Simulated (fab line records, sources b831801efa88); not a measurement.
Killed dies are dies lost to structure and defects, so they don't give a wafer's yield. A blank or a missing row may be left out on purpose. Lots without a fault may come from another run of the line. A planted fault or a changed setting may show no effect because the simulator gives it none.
A struck lot beside a sound one | flow gf180mcu | 15 steps out of a route of 602
Sound: wafers L296.4, L296.5, L296.6. Struck: wafer L305.5. (L305.2, L305.4 of the same lot were not struck and are left out.) The cause comes at the end.
At each step with rows: each side's tool, then ch and its chambers, then its first start. Under that, the readings that differ: sound wafers | struck wafers | difference of the means | sigmas: that difference in standard deviations of wafers without a fault.
alike: readings whose means differ by less than 2 such deviations, and words and numbers that are the same on both sides. not compared: withheld readings, readings that some wafer has no value for, bounds like >300 that may hide the same value, and numbers for which the record gives no deviation and whose values overlap.
The two part at a step that has a row with sigmas, a row that says differs or no value, or rows on one side only. Numbers that don't overlap but have no deviation are shown without sigmas and don't part them. A reading that every wafer of one side lacks parts them only if that side has two wafers or more.

GF_MIM_STRIP_20: strips in O2/N2.
  sound on plasma_asher-01 ch 0,1, day 26 15:41; struck on plasma_asher-01 ch 1, day 29 06:06
  alike: drypump_motor_current_A, heater_power_w, oes_product_au, strip_time_to_endpoint_s
  not compared: rf_hours_counter_h
then, 9 steps without rows for these wafers: GF_MIM_STRIP_21 (strips in post etch residue remover, time 1200 s); GF_MIM_CLEAN_22 (cleans in DIW); GF_M5_DEHYDRATE_00 (time 60 s); GF_M5_HMDS_01 (prime time 60 s); GF_M5_COAT_02 (resist thk 1000 nm); GF_M5_SOFTBAKE_03 (time 60 s); GF_M5_EXPOSE_04 (exposes mask Metal5, target cd 280 nm); GF_M5_PEB_05 (peb time 90 s); GF_M5_DEVELOP_06 (develop time 60 s).
GF_M5_CD_MEAS_07: target cd 280 nm.
  sound on cd_sem-02, day 27 11:46; struck on cd_sem-01, day 30 01:15
  alike: cd_nm
GF_M5_OVL_MEAS_08:
  sound on overlay-01, day 27 11:51; struck on overlay-02, day 30 01:22
  alike: M5_OVL
GF_M5_ETCH_09: etches Si3N4 in CF4/O2, target depth 52 nm, time 11.6 s.
  sound on rie_diel-04 ch 0,1, day 27 11:52; struck on rie_diel-01 ch 2, day 30 01:23
  reading                  | sound             | struck | difference | sigmas
  model.etch.depth_nm (nm) | 51.72 50.85 51.67 | 46.66  | -4.75      |
  alike: cf4_flow_sccm, drypump_motor_current_A, oes_product_au, throttle_valve_pct
  not compared: rf_hours_counter_h
GF_M5_METAL_ETCH_10: etches the open film in Cl2/BCl3, stops on SiO2, target depth 627.5 nm, time 104.6 s.
  sound on rie_metal-04 ch 1, day 27 12:00; struck on rie_metal-02 ch 1, day 30 01:25
  reading                     | sound                | struck | difference | sigmas
  drypump_motor_current_A (A) | 6.3 6.3 6.4          | 5.0    | -1.3       | -2
  throttle_valve_pct (%)      | 28.271 28.274 28.257 | 28.234 | -0.033     | -3
  alike: oes_product_au
  not compared: rf_hours_counter_h
GF_PASSIVATION_PROBE_99:
  the record has rows for the sound wafers here (prober-01, day 30 05:10) and none for the struck ones

WHERE THEY PART
First at GF_M5_METAL_ETCH_10; last, within this record, at GF_PASSIVATION_PROBE_99.

WHY: what the simulator had put in
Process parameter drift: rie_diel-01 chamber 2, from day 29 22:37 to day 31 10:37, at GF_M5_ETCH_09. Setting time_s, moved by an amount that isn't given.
